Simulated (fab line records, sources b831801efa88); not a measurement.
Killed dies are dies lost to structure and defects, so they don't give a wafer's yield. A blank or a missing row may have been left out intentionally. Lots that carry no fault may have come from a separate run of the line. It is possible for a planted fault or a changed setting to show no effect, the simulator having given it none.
fab line records	flow gf180mcu
record: lots: 13	wafers: 39	last-day: 34
route steps=602 shown STI@14 POLY_GATE@168 NSD@247 SAB@265
lots with no fault: from the same line, run without faults
start-h: hours from the record's opening day to when the first of the lot's shown wafers began	wait-h: time in hours since the lot's previous step	" unchanged from the row above	L1.1+2: a row that stands for several wafers	- no value present, or no start provided	* or withheld: withheld	< > ~ a bound
route shown NAME@n: NAME is a module with steps in the file, n the number in the route of the first one	usual: mean and standard deviation over wafers with no fault	same: alike in all rows	chamber/n: place in a boat	sites: each site's reading	_std_site: the standard deviation of these	_edge_site: inner sites' mean taken away from outer sites' mean	radius-mm: for every site, how far away it sits from the centre of the wafer	mask NAME#n: copy n	behind: tool/chamber where the wafer was last shaped	hold: why the lot went on hold/how many hours it stayed there/how the hold came to an end	device: transistor that didn't switch, given as n, p or np	end of line: the route-end tests of the same wafers	a step given without rows: its recipe and nothing more	killed: count of dies lost to structure and defects at first sort (not the wafer's yield)	map: a wafer's dies, x killed, . not, _ none there
set.NAME: the setting as run; set.NAME@STEP: as run at that earlier step	model.NAME: the simulator's own value behind a step, which no gauge read
route steps across a sampled set of lots; one table per step, one row per wafer
services: a tool's chamber out of use, with start hour (start-h, from the record's first day; less than 0 if before it), hours out, and reason
== steps ==
step: GF_STI_ETCH_13
recipe: chemistry: CHF3/O2	stop-on: Si	over-etch-frac: 0.3	target-depth-a: 2823.1	source-w: 600	bias-w: 200	pressure-mtorr: 40	chf3-flow-sccm: 50	O2_flow_sccm: 5	time-s: 112.9
usual: O2_flow_sccm: 4.999/0.016	drypump-motor-current-A: 5.4/0.33	oes-product-au: 0.833/0.0061	over-etch-frac: 0.3/0	throttle-valve-pct: 8.812/0.0086
lot.wafer	tool	chamber	start-h	wait-h	O2_flow_sccm	drypump-motor-current-A	oes-product-au	over-etch-frac	rf-hours-counter-h	throttle-valve-pct
L262.1	rie-diel-02	0	27.51	0.1	4.974	5.1	0.838	0.3	123	8.827
L262.2	"	2	"	"	4.999	5.2	0.828	0.3	38	8.812
L262.5	"	0	"	"	4.991	5.1	0.836	0.3	-	8.815
L263.2	rie-diel-02	2	31.38	0.1	4.987	5.3	0.831	0.3	38	8.817
L263.3	"	0	"	"	5.004	5.1	0.825	0.3	123	8.811
L263.4	"	3	"	"	4.986	5.1	0.834	0.3	97	8.808
L264.1	rie-diel-02	0	35.73	0.1	4.991	5.1	0.831	0.3	123	8.817
L264.3	"	3	"	"	5.053	5.0	0.835	0.3	97	8.814
L264.5	"	1	"	"	4.978	5.6	0.820	0.3	-	8.801
L266.3	rie-diel-01	3	46.10	0.1	5.010	5.4	0.841	0.3	6	8.816
L266.5	"	3	"	"	5.005	5.4	0.843	0.3	-	8.830
L266.6	"	0	"	"	4.995	5.0	0.846	0.3	-	8.820
L267.2	rie-diel-01	1	52.08	0.1	5.001	5.7	0.841	0.3	170	8.827
L267.4	"	2	"	"	4.984	6.0	0.844	0.3	20	8.817
L267.6	"	0	"	"	4.975	5.0	0.823	0.3	-	8.831
L269.2	rie-diel-02	1	62.63	0.1	5.000	5.6	0.822	0.3	98	8.802
L269.3	"	3	"	"	5.008	5.1	0.820	0.3	98	8.824
L269.6	"	3	"	"	4.978	5.1	0.825	0.3	-	8.791
L270.1	rie-diel-01	1	67.10	0.1	5.019	5.7	0.831	0.3	170	8.809
L270.2	"	3	"	"	5.003	5.4	0.832	0.3	7	8.821
L270.5	"	3	"	"	4.980	5.4	0.837	0.3	-	8.814
L271.4	rie-diel-04	3	71.78	0.0	4.987	5.6	0.829	0.3	143	8.826
L271.5	"	2	"	"	5.025	5.5	0.835	0.3	-	8.830
L271.6	"	1	"	"	5.020	5.7	0.832	0.3	-	8.809
L273.1	rie-diel-02	2	82.16	0.1	4.999	5.3	0.822	0.3	39	8.807
L273.3	"	3	"	"	4.992	5.1	0.831	0.3	98	8.827
L273.5	"	1	"	"	4.985	5.6	0.828	0.3	-	8.811
L279.3	rie-diel-01	0	112.26	0.1	4.993	5.0	0.840	0.3	65	8.815
L279.5	"	2	"	"	5.014	6.0	0.718	0.78132	-	8.782
L279.6	"	1	"	"	5.008	5.7	0.838	0.3	-	8.797
L280.1	rie-diel-01	0	118.74	0.1	5.014	5.0	0.842	0.3	65	8.826
L280.3	"	2	"	"	5.003	6.0	0.711	0.78132	22	8.782
L280.4	"	3	"	"	4.995	5.4	0.829	0.3	8	8.817
L281.2	rie-diel-04	1	123.21	0.1	4.990	5.7	0.839	0.3	21	8.809
L281.3	"	0	"	"	5.016	4.9	0.837	0.3	52	8.811
L281.4	"	3	"	"	4.985	5.6	0.832	0.3	144	8.801
L285.2	rie-diel-04	1	143.55	0.1	4.969	5.7	0.834	0.3	21	8.810
L285.5	"	1	"	"	5.005	5.7	0.836	0.3	-	8.813
L285.6	"	3	"	"	4.976	5.6	0.831	0.3	-	8.807
step: GF_STI_STRIP_15
recipe: chemistry: O2/N2	power-w: 1400	pressure-mtorr: 1500	platen-temp-c: 250	o2-flow-sccm: 3000	n2-flow-sccm: 300	overash-fraction: 0.5
usual: drypump-motor-current-A: 5.8/0.4	heater-power-w: 337/37	o2-flow-sccm: 3001/8.6	oes-product-au: 0.384/0.0049	strip-time-to-endpoint-s: 3.73/0.05
lot.wafer	tool	chamber	start-h	wait-h	drypump-motor-current-A	heater-power-w	o2-flow-sccm	oes-product-au	rf-hours-counter-h	strip-time-to-endpoint-s
L262.1	plasma-asher-01	0	27.67	0.0	6.5	375	2993	0.390	37	3.77
L262.2	"	1	"	"	5.8	303	2997	0.387	37	3.72
L262.5	"	0	"	"	6.5	378	2999	0.388	-	3.82
L263.2	plasma-asher-02	0	31.53	0.0	5.7	323	2991	0.381	23	3.69
L263.3	"	1	"	"	5.4	381	3002	0.380	-	3.74
L263.4	"	0	"	"	5.8	319	3000	0.388	-	3.73
L264.1	plasma-asher-02	0	35.88	0.0	5.7	320	2998	0.390	23	3.80
L264.3	"	1	"	"	5.5	390	2997	0.384	-	3.76
L264.5	"	1	"	"	5.5	391	2989	0.389	-	3.68
L266.3	plasma-asher-02	1	46.29	0.1	5.5	390	2993	0.387	-	3.77
L266.5	"	0	"	"	5.7	323	2988	0.396	-	3.86
L266.6	"	1	"	"	5.5	393	2982	0.382	-	3.71
L267.2	plasma-asher-02	0	52.23	0.0	5.7	320	3018	0.390	26	3.69
L267.4	"	1	"	"	5.5	386	3001	0.390	-	3.73
L267.6	"	0	"	"	5.7	323	3021	0.387	-	3.70
L269.2	plasma-asher-02	0	62.78	0.0	5.7	320	2993	0.382	27	3.78
L269.3	"	1	"	"	5.5	390	3006	0.383	-	3.77
L269.6	"	0	"	"	5.7	323	2995	0.383	-	3.77
L270.1	plasma-asher-01	0	67.26	0.0	6.5	366	3002	0.383	40	3.67
L270.2	"	1	"	"	5.9	308	2997	0.380	40	3.69
L270.5	"	0	"	"	6.5	367	3008	0.391	-	3.72
L271.4	plasma-asher-04	0	71.97	0.1	5.2	318	2998	0.380	-	3.76
L271.5	"	0	"	"	5.2	315	3007	0.385	-	3.75
L271.6	"	1	"	"	5.8	276	3009	0.382	-	3.73
L273.1	plasma-asher-01	1	82.31	0.0	5.8	306	3013	0.381	42	3.75
L273.3	"	0	"	"	6.5	378	2983	0.380	-	3.72
L273.5	"	0	"	"	6.6	375	2991	0.378	-	3.69
L279.3	plasma-asher-01	0	112.45	0.1	6.5	376	2991	0.389	-	3.71
L279.5	"	1	"	"	5.8	309	3007	0.344	-	2.70
L279.6	"	0	"	"	6.5	375	2999	0.382	-	3.66
L280.1	plasma-asher-01	0	118.90	0.0	6.5	379	2984	0.381	47	3.72
L280.3	"	1	"	"	5.8	294	3009	0.340	-	2.80
L280.4	"	0	"	"	6.5	375	2990	0.379	-	3.73
L281.2	plasma-asher-04	0	123.36	0.0	5.2	324	3016	0.381	51	3.70
L281.3	"	1	"	"	5.8	279	2996	0.383	-	3.71
L281.4	"	0	"	"	5.2	322	2994	0.383	-	3.77
L285.2	plasma-asher-02	1	143.71	0.0	5.5	372	2985	0.388	37	3.75
L285.5	"	0	"	"	5.7	327	3004	0.387	-	3.74
L285.6	"	1	"	"	5.5	381	3001	0.378	-	3.74
step: GF_POLY_GATE_OVL_MEAS_11
usual: POLY_GATE_OVL: 5/4.6
lot.wafer	tool	chamber	start-h	wait-h	POLY_GATE_OVL[nm]
L262.1	overlay-01	-	201.49	0.1	3
L262.2	"	-	"	"	6
L262.5	"	-	"	"	9
L263.2	overlay-02	-	207.02	0.1	1
L263.3	"	-	"	"	0
L263.4	"	-	"	"	10
L264.1	overlay-01	-	215.01	0.1	3
L264.3	"	-	"	"	4
L264.5	"	-	"	"	4
L266.3	overlay-01	-	228.76	0.1	3
L266.5	"	-	"	"	2
L266.6	"	-	"	"	4
L267.2	overlay-02	-	233.36	0.1	2
L267.4	"	-	"	"	0
L267.6	"	-	"	"	-2
L269.2	overlay-01	-	248.48	0.1	14
L269.3	"	-	"	"	10
L269.6	"	-	"	"	16
L270.1	overlay-01	-	254.56	0.1	-4
L270.2	"	-	"	"	6
L270.5	"	-	"	"	1
L271.4	overlay-02	-	259.35	0.1	10
L271.5	"	-	"	"	10
L271.6	"	-	"	"	11
L273.1	overlay-01	-	274.23	0.1	3
L273.3	"	-	"	"	7
L273.5	"	-	"	"	4
L279.3	overlay-01	-	321.44	0.1	6
L279.5	"	-	"	"	7
L279.6	"	-	"	"	3
L280.1	overlay-02	-	326.41	0.1	4
L280.3	"	-	"	"	10
L280.4	"	-	"	"	2
L281.2	overlay-02	-	334.38	0.1	-2
L281.3	"	-	"	"	-1
L281.4	"	-	"	"	1
L285.2	overlay-01	-	367.24	0.1	5
L285.5	"	-	"	"	0
L285.6	"	-	"	"	2
step: GF_NSD_TW_MEAS_12
usual: NSD_TW: 4232/50
lot.wafer	tool	chamber	start-h	wait-h	NSD_TW
L262.1	film-metro-01	-	303.66	0.1	4267
L262.2	"	-	"	"	4259
L262.5	"	-	"	"	4267
L263.2	film-metro-04	-	310.85	0.1	4181
L263.3	"	-	"	"	4174
L263.4	"	-	"	"	4161
L264.1	film-metro-04	-	318.71	0.1	4195
L264.3	"	-	"	"	4162
L264.5	"	-	"	"	4204
L266.3	film-metro-02	-	334.48	0.1	4327
L266.5	"	-	"	"	4331
L266.6	"	-	"	"	4318
L267.2	film-metro-04	-	339.67	0.1	4176
L267.4	"	-	"	"	4193
L267.6	"	-	"	"	4184
L269.2	film-metro-04	-	356.74	0.1	4170
L269.3	"	-	"	"	4171
L269.6	"	-	"	"	4174
L270.1	film-metro-02	-	363.45	0.1	4305
L270.2	"	-	"	"	4326
L270.5	"	-	"	"	4315
L271.4	film-metro-01	-	369.08	0.1	4207
L271.5	"	-	"	"	4216
L271.6	"	-	"	"	4260
L273.1	film-metro-04	-	385.43	0.1	4160
L273.3	"	-	"	"	4188
L273.5	"	-	"	"	4152
L279.3	film-metro-04	-	440.52	0.1	4208
L279.5	"	-	"	"	4211
L279.6	"	-	"	"	4201
L280.1	film-metro-01	-	446.56	0.1	4249
L280.3	"	-	"	"	4232
L280.4	"	-	"	"	4213
L281.2	film-metro-01	-	455.87	0.1	4238
L281.3	"	-	"	"	4221
L281.4	"	-	"	"	4242
L285.2	film-metro-02	-	493.21	0.1	4297
L285.5	"	-	"	"	4308
L285.6	"	-	"	"	4284
step: GF_SAB_THK_MEAS_01
recipe: reads: SiO2_of_SAB_CVD_00
usual: SAB_CVD_00_THK: 49.9/0.69
lot.wafer	tool	chamber	start-h	wait-h	SAB_CVD_00_THK[nm]
L262.1	film-metro-01	-	324.99	0.1	49.0
L262.2	"	-	"	"	49.7
L262.5	"	-	"	"	50.3
L263.2	film-metro-01	-	332.58	0.0	48.8
L263.3	"	-	"	"	49.0
L263.4	"	-	"	"	50.0
L264.1	film-metro-01	-	340.45	0.0	48.7
L264.3	"	-	"	"	49.3
L264.5	"	-	"	"	49.3
L266.3	film-metro-02	-	356.78	0.0	48.8
L266.5	"	-	"	"	49.9
L266.6	"	-	"	"	49.8
L267.2	film-metro-01	-	362.75	0.0	49.2
L267.4	"	-	"	"	49.7
L267.6	"	-	"	"	49.8
L269.2	film-metro-02	-	379.82	0.0	49.6
L269.3	"	-	"	"	48.7
L269.6	"	-	"	"	49.7
L270.1	film-metro-03	-	386.96	0.0	49.7
L270.2	"	-	"	"	50.2
L270.5	"	-	"	"	50.5
L271.4	film-metro-03	-	392.49	0.0	50.7
L271.5	"	-	"	"	49.8
L271.6	"	-	"	"	49.5
L273.1	film-metro-02	-	409.36	0.0	50.2
L273.3	"	-	"	"	49.7
L273.5	"	-	"	"	50.5
L279.3	film-metro-03	-	465.28	0.0	49.5
L279.5	"	-	"	"	49.8
L279.6	"	-	"	"	49.7
L280.1	film-metro-03	-	471.81	0.0	50.0
L280.3	"	-	"	"	49.3
L280.4	"	-	"	"	50.5
L281.2	film-metro-01	-	481.19	0.1	49.4
L281.3	"	-	"	"	50.1
L281.4	"	-	"	"	49.8
L285.2	film-metro-03	-	517.56	0.0	48.7
L285.5	"	-	"	"	50.1
L285.6	"	-	"	"	50.3
== services ==
tool	chamber	start-h	hours	kind
rie-diel-02	-	5.78	1.0	repair
plasma-asher-01	-	49.68	13.6	repair
rie-diel-02	2	59.33	9.3	repair
plasma-asher-01	-	60.91	2.9	repair
rie-diel-01	1	79.24	-	clean
rie-diel-01	1	79.24	18.7	scheduled-down
rie-diel-01	1	79.24	18.7	vent-cycle
plasma-asher-04	-	83.07	14.1	repair
rie-diel-04	1	87.15	3.8	repair
rie-diel-02	0	101.77	4.3	repair
rie-diel-04	2	131.83	-	clean
rie-diel-04	2	131.83	18.2	scheduled-down
rie-diel-04	2	131.83	18.2	vent-cycle
== key ==
first-sign: step: GF_STI_ETCH_13	reading: over-etch-frac	direction: up	sigmas: 99+	usual: 0.3	struck: 0.78132
effect: step: GF_STI_ETCH_13	reading: oes-product-au	direction: down	sigmas: 19	usual: 0.833	struck: 0.715
effect: step: GF_STI_STRIP_15	reading: strip-time-to-endpoint-s	direction: down	sigmas: 20	usual: *	struck: *
met-at GF_STI_ETCH_13
struck-lots L279,L280
struck-wafers L279.5,L280.3
tester-left-out L279,L280
not-acting-at GF_POLY_GATE_OVL_MEAS_11,GF_NSD_TW_MEAS_12,GF_SAB_THK_MEAS_01
onset-between 52.08 112.26
fault: kind: process-parameter-drift	tool: rie-diel-01	chamber: 2	onset-h: 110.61	steps: GF_STI_ETCH_13	channel: over-etch-frac	offset: 0.48132	shape: step	end-h: 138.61	stated: 0.3
tester-left-out: of these lots the tester's yield and bins aren't shown, on N5 and GAA mostly nor the transistor test; their killed dies are dies lost to structure and defects alone, not to doping, threshold or leakage, so they don't give the yield
